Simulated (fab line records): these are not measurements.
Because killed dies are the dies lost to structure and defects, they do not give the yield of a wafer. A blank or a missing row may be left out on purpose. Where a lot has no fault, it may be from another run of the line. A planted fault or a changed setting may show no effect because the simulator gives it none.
A single fault, viewed from 2 desks -- flow sky130 -- each desk has only its own numbers; what lay behind them comes last

## METROLOGY DESK
What the gauges read, lot by lot, whatever tool the lot ran on: means of the sampled wafers that have a number. If a lot's mean is further than 4 standard deviations from the usual mean, the lot is out of limits and carries the mark OUT (the distance appears in the brackets).
Columns: A = METAL1_OVL at SKY_METAL1_OVL_MEAS_16, usual 0 nm; B = VIA2_W_THK at SKY_VIA2_THK_MEAS_23, usual 414 nm
lot,first seen here,A,B
L781,day 32 21:00,-7,417
L784,day 33 16:21,3,412
L786,day 34 07:10,3,406
L788,day 35 04:01,0,407
L789,day 35 09:49,-4,410
L790,day 35 20:01,5,402
L792,day 36 12:37,2,429
L793,day 36 16:03,3,421
L795,day 37 06:07,4,403
L797,day 38 02:52,-7,422
L800,day 38 23:57,-11,422
L804,day 40 01:55,-3,432
This desk found nothing out of limits on any of the 12 lots.

## DESK OF THE TOOL OWNER: cmp-02
The tool's own readings at SKY_VIA2_CMP_02 (polishes SiO2): means of the sampled wafers that have a number, for each lot that ran on this tool. If a lot's mean is further than 4 standard deviations from the usual mean, the lot is out of limits and carries the mark OUT (the distance appears in the brackets).
Columns: A = head_pressure_psi at SKY_VIA2_CMP_02, usual 4.000 psi; B = motor_current_A at SKY_VIA2_CMP_02, usual 12.6 A; C = platen_rpm at SKY_VIA2_CMP_02, usual 60.00 rpm
lot,first seen here,A,B,C
L781,day 35 06:49,4.001,13.2,60.01
L786,day 36 16:04,4.005,12.1,59.97
L788,day 37 12:40,3.997,13.0,59.98
L789,day 37 18:24,4.004,12.8,59.97
L793,day 39 00:12,4.001,13.1,59.96
L795,day 39 12:53,4.000,13.3,59.96
L797,day 40 09:05,3.990,13.0,57.98 (-49) OUT
This desk's finding: out of limits on L797; first on L797, day 40 09:05 (platen_rpm at SKY_VIA2_CMP_02). L781, L786, L788, L789, L793, L795: within limits.

## PUT TOGETHER
On L797, at day 40 09:05, an alarm was possible from the tool owner's desk.
The metrology desk saw nothing out of limits.
The metrology desk holds a record of L797, inside its limits.
The lots listed all ran SKY_VIA2_CMP_02 on cmp-02.

## WHAT THE SIMULATOR HAD INSERTED
cmp-02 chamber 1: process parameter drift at SKY_VIA2_CMP_02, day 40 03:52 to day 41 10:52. Setting platen_rpm, moved by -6, from 60. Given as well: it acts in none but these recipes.
Struck lots among those shown: L797.
How many hours passed from the start of the fault until each desk's first out-of-limits reading: the tool owner's desk, 5.
